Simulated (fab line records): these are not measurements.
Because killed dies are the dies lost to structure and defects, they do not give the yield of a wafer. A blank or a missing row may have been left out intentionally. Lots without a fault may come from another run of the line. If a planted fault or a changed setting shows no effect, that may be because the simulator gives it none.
fab line records -- flow sky130
[record] lots = 4, wafers = 12, last-day = 50
route steps=708 shown VIA4@653 METAL5@661 PASSIVATION@681 PAD_OPEN@694
lots untouched by any fault: they come from a run of this same line in which no faults occurred
start-h: hours from the record's first day to the start of the lot's first wafer shown -- wait-h: hours from the lot's prior step to this one -- " the same as in the row above -- L1.1+2: a single row standing in for several wafers -- - no value, or no start was given -- * or withheld: withheld -- < > ~ a bound
route shown NAME@n: names a module that has steps shown in the file, with the first one's number in the route -- usual: mean/standard deviation taken from wafers without a fault -- same: alike in all rows -- chamber/n: place in a boat -- sites: each site's reading -- _std_site: their standard deviation -- _edge_site: inner sites' mean taken away from outer sites' mean -- radius-mm: for every site, how far away it sits from the centre of the wafer -- mask NAME#n: copy n -- behind: the most recent tool/chamber to have shaped the wafer -- hold: cause of the lot's hold/its duration in hours/its outcome -- device: the n, p or np transistor that did not switch -- end of line: tests of these same wafers at the route's end -- step lacking rows: just its recipe -- killed: count of dies lost to structure and defects at first sort (not the wafer's yield) -- map: a wafer's dies, x killed, . not, _ none there
set.NAME: the setting the step ran with; set.NAME@STEP: the setting that earlier step ran with -- model.NAME: the simulator's own value behind a step, which no gauge read
lots at selected steps of the route; one table per step, one row per wafer
services: the hour from which a tool's chamber was out of use, counted from the record's first day as start-h (under 0 if before that day), plus the number of hours and why
[[steps]]
[step SKY_VIA4_STRIP_14]
[recipe] chemistry = post-etch-residue-remover, time-s = 1200, temp-c = 72.5
[step SKY_VIA4_CLEAN_15]
[recipe] chemistry = IPA, time-s = 180, temp-c = 25
[step SKY_VIA4_CLEAN_16]
[recipe] chemistry = O3/DIW, dry = n2-spin
[step SKY_VIA4_SPUTTER_17]
[recipe] material = TiN, target-thk-nm = 20, chamber-pressure-pa = 5, power-w = 4000, time-s = 80
[step SKY_VIA4_CVD_18]
[recipe] material = W, target-thk-nm = 505, time-s = 152.14, temp-c = 400, pressure-torr = 40
[step SKY_VIA4_CMP_21]
[recipe] stop-on = SiO2, t-overpolish-s = 25, down-force-psi = 3.5, platen-rpm = 60, target-thk-nm = 0, pad-velocity-m-s = 0.94248
[step SKY_METAL5_SPUTTER_00]
[recipe] material = Ti, target-thk-nm = 15, power-w = 3000, time-s = 10, chamber-pressure-pa = 0.4
[step SKY_METAL5_SPUTTER_01]
[recipe] material = TiN, target-thk-nm = 20, power-w = 6500, time-s = 16.7, chamber-pressure-pa = 0.4
[step SKY_METAL5_SPUTTER_02]
[recipe] material = AlCu, target-thk-nm = 1150, power-w = 10600, time-s = 61.2, chamber-pressure-pa = 0.4
[step SKY_METAL5_SPUTTER_03]
[recipe] material = Ti, target-thk-nm = 5, power-w = 3000, time-s = 3.3, chamber-pressure-pa = 0.4
[step SKY_METAL5_SPUTTER_04]
[recipe] material = TiN, target-thk-nm = 70, power-w = 6500, time-s = 58.3, chamber-pressure-pa = 0.4
[usual] cathode-dc-power-W = 6500.1/1.1, chamber-pressure-pa = 0.4001/0.0008, throttle-valve-pct = 29.8/1.4, time-s = 58.3/0
lot.wafer,tool,chamber,start-h,wait-h,cathode-dc-power-W,chamber-pressure-pa,throttle-valve-pct,time-s
L435.2,pvd-sputter-02,-,1037.05,0.0,6500.8,0.4006,32.3,58.3
L435.4,pvd-sputter-02,-,1037.05,0.0,6501.8,0.3998,28.4,58.3
L435.5,pvd-sputter-02,-,1037.05,0.0,6500.8,0.4003,32.2,58.3
L450.2,pvd-sputter-02,-,1133.88,0.0,-,-,-,-
L450.3,pvd-sputter-02,-,1133.88,0.0,-,-,-,-
L450.6,pvd-sputter-02,-,1133.88,0.0,-,-,-,-
L452.1,pvd-sputter-02,-,1138.83,0.0,-,-,-,-
L452.3,pvd-sputter-02,-,1138.83,0.0,-,-,-,-
L452.4,pvd-sputter-02,-,1138.83,0.0,-,-,-,-
L453.2,pvd-sputter-04,-,1140.12,0.0,6500.2,0.4014,30.2,58.3
L453.4,pvd-sputter-04,-,1140.12,0.0,6500.8,0.3997,27.3,58.3
L453.6,pvd-sputter-04,-,1140.12,0.0,6501.3,0.4002,30.0,58.3
[step SKY_METAL5_RS_MEAS_05]
[recipe] thk-meas-gauge = four-point-probe, reads = TiN_of_METAL5_SPUTTER_04+Ti_of_METAL5_SPUTTER_03+AlCu_of_METAL5_SPUTTER_02+TiN_of_METAL5_SPUTTER_01+Ti_of_METAL5_SPUTTER_00
[usual] METAL5_ALCU_RS = 0.0270/0.00036
lot.wafer,tool,chamber,start-h,wait-h,hold,METAL5_ALCU_RS[ohm/sq]
L435.2,film-metro-02,-,1037.12,0.0,-,0.0269
L435.4,film-metro-02,-,1037.12,0.0,-,0.0274
L435.5,film-metro-02,-,1037.12,0.0,-,0.0272
L450.2,film-metro-03,-,1133.94,0.0,await-dispo/0.2h/release,0.0275
L450.3,film-metro-03,-,1133.94,0.0,await-dispo/0.2h/release,0.0270
L450.6,film-metro-03,-,1133.94,0.0,await-dispo/0.2h/release,0.0275
L450.2,film-metro-03,-,1134.23,0.3,-,0.0274
L450.3,film-metro-03,-,1134.23,0.3,-,0.0270
L450.6,film-metro-03,-,1134.23,0.3,-,0.0275
L452.1,film-metro-04,-,1138.88,0.0,await-dispo/0.2h/release,0.0269
L452.3,film-metro-04,-,1138.88,0.0,await-dispo/0.2h/release,0.0268
L452.4,film-metro-04,-,1138.88,0.0,await-dispo/0.2h/release,0.0266
L452.1,film-metro-04,-,1139.16,0.3,-,0.0270
L452.3,film-metro-04,-,1139.16,0.3,-,0.0268
L452.4,film-metro-04,-,1139.16,0.3,-,0.0266
L453.2,film-metro-04,-,1140.19,0.0,-,0.0267
L453.4,film-metro-04,-,1140.19,0.0,-,0.0268
L453.6,film-metro-04,-,1140.19,0.0,-,0.0269
[step SKY_METAL5_THK_MEAS_06]
[recipe] thk-meas-gauge = xrf, reads = AlCu_of_METAL5_SPUTTER_02
[usual] METAL5_ALCU_THK = 1160/17
lot.wafer,tool,chamber,start-h,wait-h,hold,METAL5_ALCU_THK[nm]
L435.2,film-metro-02,-,1037.23,0.1,-,1179
L435.4,film-metro-02,-,1037.23,0.1,-,1156
L435.5,film-metro-02,-,1037.23,0.1,-,1166
L450.2,film-metro-03,-,1136.35,2.1,await-dispo/0.2h/release,1342
L450.3,film-metro-03,-,1136.35,2.1,await-dispo/0.2h/release,1357
L450.6,film-metro-03,-,1136.35,2.1,await-dispo/0.2h/release,1338
L450.2,film-metro-03,-,1136.58,0.2,-,1341
L450.3,film-metro-03,-,1136.58,0.2,-,1366
L450.6,film-metro-03,-,1136.58,0.2,-,1345
L453.2,film-metro-04,-,1140.30,0.1,-,1165
L453.4,film-metro-04,-,1140.30,0.1,-,1157
L453.6,film-metro-04,-,1140.30,0.1,-,1159
L452.1,film-metro-04,-,1142.67,3.5,await-dispo/0.2h/release,1361
L452.3,film-metro-04,-,1142.67,3.5,await-dispo/0.2h/release,1364
L452.4,film-metro-04,-,1142.67,3.5,await-dispo/0.2h/release,1371
L452.1,film-metro-04,-,1142.89,0.2,-,1360
L452.3,film-metro-04,-,1142.89,0.2,-,1365
L452.4,film-metro-04,-,1142.89,0.2,-,1376
[step SKY_METAL5_HMDS_08]
[recipe] prime-time-s = 60, prime-temp-c = 120
[step SKY_METAL5_COAT_09]
[recipe] resist = NOVOLAK, spin-rpm = 3000, resist-thk-nm = 1800
[step SKY_METAL5_SOFTBAKE_10]
[recipe] temp-c = 90, time-s = 60, resist = NOVOLAK
[step SKY_METAL5_EXPOSE_11]
[recipe] mask-id = MM5, na = 0.6, source-shape = conventional, sigma-outer = 0.6, polarization = unpolarized, target-cd-nm = 1600, dose-mj = 190
[step SKY_METAL5_PEB_12]
[recipe] temp-c = withheld, time-s = *, resist = NOVOLAK
[step SKY_METAL5_DEVELOP_13]
[recipe] resist = NOVOLAK, developer = TMAH, develop-time-s = 60, dev-temp-c = 23
[step SKY_METAL5_DESCUM_14]
[recipe] chemistry = O2, source-power-w = 150, bias-power-w = 0, pressure-mtorr = 10, temp-c = 40, time-s = 11
[step SKY_METAL5_METAL_ETCH_15]
[recipe] target-depth-a = 12600, stop-on = SiO2, over-etch-frac = 0.2, time-s = 252, chemistry = Cl2/BCl3, resist-sidewall-deg = 86, pressure-mtorr = 10, icp-w = 900, bias-w = 48.5, Cl2_flow_sccm = 60, bcl3-flow-sccm = 30
[usual] bcl3-flow-sccm = 30.01/0.1, drypump-motor-current-A = 5.80/0.29, oes-product-au = 0.894/0.005, throttle-valve-pct = 22.264/0.0084
[same] time-s = 252
lot.wafer,tool,chamber,start-h,wait-h,bcl3-flow-sccm,drypump-motor-current-A,oes-product-au,rf-hours-counter-h,throttle-valve-pct
L435.2,rie-metal-03,0,1059.31,0.1,29.98,5.40,0.900,-,22.264
L435.4,rie-metal-03,0,1059.31,0.1,30.03,5.39,0.899,-,22.270
L435.5,rie-metal-03,0,1059.31,0.1,30.03,5.40,0.894,-,22.268
L450.2,rie-metal-02,0,1152.21,0.0,29.98,5.70,0.863,16,22.250
L450.3,rie-metal-02,1,1152.21,0.0,29.86,6.08,0.874,-,22.266
L450.6,rie-metal-02,1,1152.21,0.0,29.95,6.10,0.872,-,22.267
L452.1,rie-metal-03,1,1156.55,0.0,29.98,5.76,0.870,13,22.264
L452.3,rie-metal-03,0,1156.55,0.0,29.92,5.40,0.881,-,22.259
L452.4,rie-metal-03,1,1156.55,0.0,29.87,5.74,0.882,-,22.262
L453.2,rie-metal-02,0,1157.66,0.0,30.06,5.68,0.895,16,22.265
L453.4,rie-metal-02,1,1157.66,0.0,29.76,6.15,0.902,-,22.257
L453.6,rie-metal-02,0,1157.66,0.0,30.02,5.67,0.899,-,22.249
[step SKY_METAL5_STRIP_16]
[recipe] chemistry = O2/N2, power-w = 1400, pressure-mtorr = 1500, platen-temp-c = withheld, o2-flow-sccm = 3000, n2-flow-sccm = 300, overash-fraction = 0.5
[step SKY_METAL5_STRIP_17]
[recipe] chemistry = post-etch-residue-remover, time-s = 1200, temp-c = 72.5
[step SKY_METAL5_CLEAN_18]
[recipe] chemistry = IPA, time-s = 180, temp-c = 25
[step SKY_METAL5_CLEAN_19]
[recipe] chemistry = O3/DIW, dry = n2-spin
[step SKY_PASSIVATION_CVD_00]
[recipe] material = SiO2, target-thk-nm = 90, temp-c = 400, time-s = withheld, rf-w = 600
[step SKY_PASSIVATION_CVD_02]
[recipe] material = Si3N4, target-thk-nm = 540, temp-c = 400, time-s = withheld, rf-w = 450
[step SKY_PASSIVATION_DEHYDRATE_04]
[recipe] temp-c = 200, time-s = 60
[step SKY_PASSIVATION_HMDS_05]
[recipe] prime-time-s = 60, prime-temp-c = 120
[step SKY_PASSIVATION_COAT_06]
[recipe] spin-rpm = 2000, resist-thk-nm = 3000
[step SKY_PASSIVATION_SOFTBAKE_07]
[recipe] temp-c = 110, time-s = withheld
[step SKY_PASSIVATION_EXPOSE_08]
[recipe] mask-id = NSM, target-cd-nm = 3000, na = 0.57, dose-mj = 260
[step SKY_PASSIVATION_PEB_09]
[recipe] temp-c = 115, time-s = withheld
[step SKY_PASSIVATION_DEVELOP_10]
[recipe] develop-time-s = 60, dev-temp-c = 23
[step SKY_PASSIVATION_ETCH_11]
[recipe] chemistry = CF4/O2, target-depth-nm = 725, stop-on = AlCu, source-w = 800, bias-w = 150, pressure-mtorr = 150, cf4-flow-sccm = 80, O2_flow_sccm = 10, time-s = 161.1
[usual] drypump-motor-current-A = 5.5/0.35, oes-product-au = 0.979/0.0085, throttle-valve-pct = 5.965/0.011
[same] time-s = 161.1
lot.wafer,tool,chamber,start-h,wait-h,drypump-motor-current-A,oes-product-au,rf-hours-counter-h,throttle-valve-pct,model.PASSIVATION.feature-depth-nm
L435.2,rie-diel-04,2,1081.07,-,5.2,0.968,12,5.944,698.1
L435.4,rie-diel-04,1,1081.07,-,5.3,0.982,14,5.971,705
L435.5,rie-diel-04,3,1081.07,-,5.3,0.986,-,5.969,709.2
L450.2,rie-diel-01,2,1170.21,-,5.4,0.996,21,5.957,725
L450.3,rie-diel-01,3,1170.21,-,6.2,1.000,8,5.963,717.7
L450.6,rie-diel-01,1,1170.21,-,5.0,0.975,-,5.960,700.4
L452.1,rie-diel-04,1,1174.20,-,5.3,0.988,17,5.979,713.2
L452.3,rie-diel-04,3,1174.20,-,5.3,0.996,1,5.975,725
L452.4,rie-diel-04,0,1174.20,-,5.9,0.982,2,5.939,725
L453.2,rie-diel-01,1,1174.85,-,5.0,0.968,13,5.961,702.7
L453.4,rie-diel-01,3,1174.85,-,6.2,0.988,8,5.969,719.2
L453.6,rie-diel-01,0,1174.85,-,5.5,0.990,-,5.966,717.9
[step SKY_PASSIVATION_STRIP_12]
[recipe] chemistry = O2/N2, power-w = 1400, pressure-mtorr = 1500, platen-temp-c = withheld, overash-fraction = 0.7, o2-flow-sccm = 3000, n2-flow-sccm = 300
[step SKY_PAD_OPEN_DEHYDRATE_00]
[recipe] temp-c = 200, time-s = 60
[step SKY_PAD_OPEN_ETCH_07]
[recipe] chemistry = CF4/O2, target-depth-nm = 725, stop-on = AlCu, source-w = 800, bias-w = 150, pressure-mtorr = 150, cf4-flow-sccm = 80, O2_flow_sccm = 10, time-s = 161.1
[usual] drypump-motor-current-A = 5.6/0.52, oes-product-au = 0.978/0.008, throttle-valve-pct = 5.965/0.0094
[same] time-s = 161.1
lot.wafer,tool,chamber,start-h,wait-h,drypump-motor-current-A,oes-product-au,rf-hours-counter-h,throttle-valve-pct,model.PAD_OPEN.feature-depth-nm
L435.2,rie-diel-03,0,1101.27,-,6.6,0.968,0,5.946,698.1
L435.4,rie-diel-03,2,1101.27,-,5.1,0.986,17,5.967,714.1
L435.5,rie-diel-03,3,1101.27,-,5.5,0.982,-,5.970,709.2
L450.2,rie-diel-02,2,1186.41,-,6.3,0.996,17,5.963,720.4
L450.3,rie-diel-02,3,1186.41,-,5.7,0.976,22,5.961,719.2
L450.6,rie-diel-02,2,1186.41,-,6.2,0.987,-,5.961,716
L452.1,rie-diel-03,0,1190.11,-,6.6,0.987,4,5.964,725
L452.3,rie-diel-03,3,1190.11,-,5.5,0.995,27,5.969,725
L452.4,rie-diel-03,2,1190.11,-,5.1,0.981,20,5.982,717.5
L453.2,rie-diel-01,2,1191.07,-,5.5,0.972,21,5.965,704
L453.4,rie-diel-01,1,1191.07,-,5.0,0.971,14,5.966,690.8
L453.6,rie-diel-01,2,1191.07,-,5.5,0.985,-,5.951,717.9
[step SKY_PAD_OPEN_PROBE_99]
[usual] defect-limited-yield = 82.5/1.9, killed_at_M0_to_M3 = 43/6.6, killed_at_M4_up = 3.0/1.8, killed-at-contacts = 24/5.1, killed-at-front-end = 16/4.5, killed-at-other = 0.3/0.67, killed-dies = 86/9.3, killed-open = 47/6.9, killed-short = 39/6.6, sort_bin_3_pad_short = 0.9/0.41, sort_bin_5_function = 10.4/1.4, sort_bin_6_memory = 6.2/1.1, sort-n-pass = 406/9.3, sort-yield-pct = 82.5/1.9
[same] gross-dies = 492, killed-at-back-side = 0, sort_bin_4_leakage[%] = 0, sort_bin_8_speed[%] = 0
lot.wafer,tool,chamber,start-h,wait-h,defect-limited-yield[%],killed_at_M0_to_M3,killed_at_M4_up,killed-at-contacts,killed-at-front-end,killed-at-other,killed-dies,killed-open,killed-short,sort_bin_3_pad_short[%],sort_bin_5_function[%],sort_bin_6_memory[%],sort-n-pass,sort-yield-pct[%]
L450.2,prober-01,-,1188.78,0.1,85.0,34,3,19,18,0,74,38,36,0.4,7.7,6.9,418,85.0
L450.3,prober-01,-,1188.83,0.2,78.3,56,4,29,18,0,107,61,46,0.8,14.0,6.9,385,78.3
L450.6,prober-01,-,1188.98,0.2,79.9,46,3,33,17,0,99,54,45,1.8,10.6,7.7,393,79.9
// killed by level:class
L450.2 CONTACT:geometric-particle:open=7 VIA1:geometric-particle:open=7 POLY_GATE:geometric-particle:open=6 VIA1:geometric-particle:short=6 CONTACT:geometric-particle:short=5 METAL2:geometric-particle:short=5 LOCAL_INTERCONNECT:geometric-particle:short=4 POLY_GATE:geometric-particle:short=3
L450.3 VIA1:geometric-particle:open=13 VIA2:geometric-particle:open=10 CONTACT:geometric-particle:open=10 VIA3:geometric-particle:open=9 LI_CONTACT:geometric-particle:open=7 LOCAL_INTERCONNECT:geometric-particle:short=6 METAL1:geometric-particle:short=6 VIA1:geometric-particle:short=6
L450.6 VIA1:geometric-particle:open=13 LI_CONTACT:geometric-particle:short=11 CONTACT:geometric-particle:open=11 VIA3:geometric-particle:open=7 METAL1:geometric-particle:short=5 VIA2:geometric-particle:open=5 FIELD_ISO:geometric-particle:open=4 POLY_GATE:geometric-particle:open=4
[[services]]
tool,chamber,start-h,hours,kind
pvd-sputter-04,-,1014.41,4.7,repair
rie-diel-03,0,1027.18,2.5,repair
pvd-sputter-02,2,1038.39,-,consumable-replace:kit
pvd-sputter-02,2,1038.39,18.0,scheduled-down
pvd-sputter-02,2,1038.39,18.0,vent-cycle
rie-diel-04,3,1050.41,6.7,repair
rie-metal-03,1,1052.25,16.6,repair
pvd-sputter-04,-,1057.39,1.8,repair
rie-diel-02,2,1078.31,14.8,repair
rie-diel-03,3,1084.54,16.0,repair
rie-diel-04,1,1093.69,4.2,repair
rie-metal-02,-,1100.20,0.5,repair
pvd-sputter-02,1,1107.03,-,consumable-replace:kit
pvd-sputter-02,1,1107.03,18.0,scheduled-down
pvd-sputter-02,1,1107.03,18.0,vent-cycle
rie-diel-04,-,1122.54,1.3,repair
pvd-sputter-02,-,1124.88,1.7,repair
rie-metal-02,0,1140.08,8.7,repair
rie-diel-02,2,1152.85,4.0,repair
rie-diel-01,2,1154.49,1.6,repair
rie-diel-02,-,1160.78,7.3,repair
rie-metal-02,-,1170.01,1.4,pm
rie-diel-02,1,1170.12,1.5,repair
rie-diel-02,3,1176.18,2.3,repair
[[key]]
[first-sign] step = SKY_METAL5_SPUTTER_04, reading = tool-record, direction = missing
[effect] step = SKY_METAL5_RS_MEAS_05, reading = visit, direction = added
[effect] step = SKY_METAL5_THK_MEAS_06, reading = visit, direction = added
[effect] step = SKY_METAL5_THK_MEAS_06, reading = METAL5_ALCU_THK, direction = up, sigmas = 12, usual = 1160, struck = 1356
[effect] step = SKY_METAL5_METAL_ETCH_15, reading = oes-product-au, direction = down, sigmas = 4, usual = 0.894, struck = 0.873
[model-effect] step = SKY_PASSIVATION_ETCH_11, value = PASSIVATION.feature-depth-nm, without = 705, struck = 717.7
[model-effect] step = SKY_PAD_OPEN_ETCH_07, value = PAD_OPEN.feature-depth-nm, without = 707.6, struck = 720.5
met-at SKY_METAL5_SPUTTER_04
struck-wafers L450.2,L450.3,L450.6,L452.1,L452.3,L452.4
onset-between 1037.05 1133.88
[fault] kind = skipped-step-whole, tool = pvd-sputter-02, chamber = -, onset-h = 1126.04, steps = SKY_METAL5_SPUTTER_04, scope = struck-lots-only
